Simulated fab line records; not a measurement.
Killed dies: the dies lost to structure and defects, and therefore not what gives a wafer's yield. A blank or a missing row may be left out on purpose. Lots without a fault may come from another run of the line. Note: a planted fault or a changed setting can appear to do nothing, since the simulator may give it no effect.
Which tool was responsible? -- flow gf180mcu -- 15 lots with 43 wafers sampled at 4 steps, on a route of 602 steps

## WHAT THE GAUGES SHOWED, per wafer
GF_V1_OVL_MEAS_15. Usual: V1_OVL typically reads 1 nm, with standard deviation 5.1.
lot,measured,on,V1_OVL (nm),flag
L331,day 18 03:58,overlay-01,10 7,
L332,day 18 12:32,overlay-02,-5 3 -2,
L333,day 19 01:02,overlay-01,1 6 7,
L335,day 19 14:38,overlay-01,-2 1 -3,
L336,day 20 01:07,overlay-02,0 -5 -1,
L337,day 20 12:46,overlay-01,2 -3 3,
L338,day 21 05:14,overlay-01,11 -1 3,
L339,day 21 03:36,overlay-02,4 5 11,
L340,day 21 12:52,overlay-01,-12 -1 6,
L343,day 22 19:17,overlay-01,-1 -2 4,
L348,day 24 07:08,overlay-02,-7 -5 -5,
L349,day 24 15:02,overlay-01,7 -2 2,
L350,day 24 22:05,overlay-01,-4 -5 -1,
L351,day 25 06:44,overlay-02,0 1,
L354,day 26 02:38,overlay-01,0 -1 0,

GF_M3_OVL_MEAS_15. Usual: M3_OVL typically reads 4 nm, with standard deviation 5.3.
lot,measured,on,M3_OVL (nm),flag
L331,day 21 09:05,overlay-02,7 6,
L332,day 21 17:47,overlay-01,-6 3 2,
L333,day 22 04:54,overlay-02,5 -5 13,
L335,day 22 20:11,overlay-01,3 8 8,
L336,day 23 04:14,overlay-02,7 15 7,
L337,day 23 16:20,overlay-01,5 2 -2,
L338,day 24 07:47,overlay-01,5 -4 -2,
L339,day 24 06:11,overlay-02,2 -2 -3,
L340,day 24 15:38,overlay-02,6 -2 8,
L343,day 25 18:41,overlay-01,4 8 15,
L348,day 27 05:05,overlay-02,14 14 6,
L349,day 27 10:48,overlay-02,3 -12 5,
L350,day 27 17:26,overlay-01,2 7 6,
L351,day 28 01:05,overlay-01,0 4,
L354,day 28 19:41,overlay-01,0 4 13,

## EACH LOT AND THE TOOL THAT RAN IT (in order: tool; ch and the chambers of the sampled wafers; start)
lot,GF_LVPWELL_EXPOSE_04,GF_V2_SPUTTER_22
L331,"iline-stepper-01 ch 0, day 3 14:07","pvd-sputter-03, day 20 07:44"
L332,"iline-stepper-01 ch 0, day 3 20:18","pvd-sputter-02, day 20 16:26"
L333,"iline-stepper-01 ch 0, day 4 01:42","pvd-sputter-02, day 21 04:36"
L335,"iline-stepper-02 ch 0, day 4 14:02","pvd-sputter-03, day 21 19:08"
L336,"iline-stepper-02 ch 0, day 4 18:25","pvd-sputter-02, day 22 03:35"
L337,"iline-stepper-02 ch 0, day 5 00:40","pvd-sputter-02, day 22 16:05"
L338,"iline-stepper-01 ch 0, day 5 05:42","pvd-sputter-01, day 23 08:26"
L339,"iline-stepper-02 ch 0, day 5 09:46","pvd-sputter-01, day 23 07:11"
L340,"iline-stepper-01 ch 0, day 5 17:18","pvd-sputter-02, day 23 16:31"
L343,"iline-stepper-01 ch 0, day 6 10:04","pvd-sputter-03, day 24 20:14"
L348,"iline-stepper-02, day 7 12:57","pvd-sputter-01, day 26 07:02"
L349,"iline-stepper-01, day 7 19:18","pvd-sputter-01, day 26 13:21"
L350,"iline-stepper-01, day 8 00:31","pvd-sputter-01, day 26 20:29"
L351,"iline-stepper-01 ch 0, day 8 04:01","pvd-sputter-01, day 27 03:47"
L354,"iline-stepper-01 ch 0, day 8 21:13","pvd-sputter-01, day 27 23:22"
- GF_LVPWELL_EXPOSE_04: exposes mask LVPWELL, target cd 600 nm.
- GF_V2_SPUTTER_22: material TiN, target thk 10 nm, time 40 s.

## WHAT THE TOOLS THEMSELVES READ (means of the sampled wafers that have a number; where no wafer has one, the mark that the record gives instead)
GF_LVPWELL_EXPOSE_04. Usual: exposure-dose-mJ-cm2 255.73, standard deviation 0.28; focus-offset-nm 0.0 nm, standard deviation 0.53.
lot,tool,exposure-dose-mJ-cm2,focus-offset-nm (nm),flag
L331,iline-stepper-01,255.53,0.1,
L332,iline-stepper-01,255.62,-0.2,
L333,iline-stepper-01,256.05,0.6,
L335,iline-stepper-02,256.02,0.3,
L336,iline-stepper-02,255.45,0.3,
L337,iline-stepper-02,255.17,0.0,
L338,iline-stepper-01,255.78,-0.9,
L339,iline-stepper-02,256.02,-0.2,
L340,iline-stepper-01,255.51,0.3,
L343,iline-stepper-01,256.02,0.0,
L348,iline-stepper-02,-,-,OFF
L349,iline-stepper-01,-,-,OFF
L350,iline-stepper-01,-,-,OFF
L351,iline-stepper-01,255.60,-0.2,
L354,iline-stepper-01,255.62,-0.1,

GF_V2_SPUTTER_22. Usual: throttle-valve-pct 29.5 %, standard deviation 1.2.
lot,tool,throttle-valve-pct (%),flag
L331,pvd-sputter-03,30.0,
L332,pvd-sputter-02,29.5,
L333,pvd-sputter-02,29.7,
L335,pvd-sputter-03,29.2,
L336,pvd-sputter-02,29.4,
L337,pvd-sputter-02,29.6,
L338,pvd-sputter-01,28.4,
L339,pvd-sputter-01,29.3,
L340,pvd-sputter-02,29.3,
L343,pvd-sputter-03,29.4,
L348,pvd-sputter-01,30.0,
L349,pvd-sputter-01,30.0,
L350,pvd-sputter-01,29.3,
L351,pvd-sputter-01,30.1,
L354,pvd-sputter-01,30.5,

## THE ANSWER, worked out from the rows above alone
Rule: lot off if the mean of its wafers having a number is beyond 3 standard deviations from the usual mean. Also off: a lot with no number at a reading for which 4 or more lots have one. The other lots that the step has rows for count as sound. The gauges are gone through in route order, then the tools' own readings, and for those a lot's mean is taken as printed above. The first step at which some lot is off is used, and at that step the reading that is off furthest; a lot without a number counts as furthest.
Off at GF_LVPWELL_EXPOSE_04 (exposure-dose-mJ-cm2): L348, L349, L350. Without a number there: L348, L349, L350.
If a tool, at that step or one of the process steps before it, ran each lot that is off and ran no sound lot following the first of them, it fits. No candidate that was tried fits.

## WHAT WAS PUT IN BY THE SIMULATOR
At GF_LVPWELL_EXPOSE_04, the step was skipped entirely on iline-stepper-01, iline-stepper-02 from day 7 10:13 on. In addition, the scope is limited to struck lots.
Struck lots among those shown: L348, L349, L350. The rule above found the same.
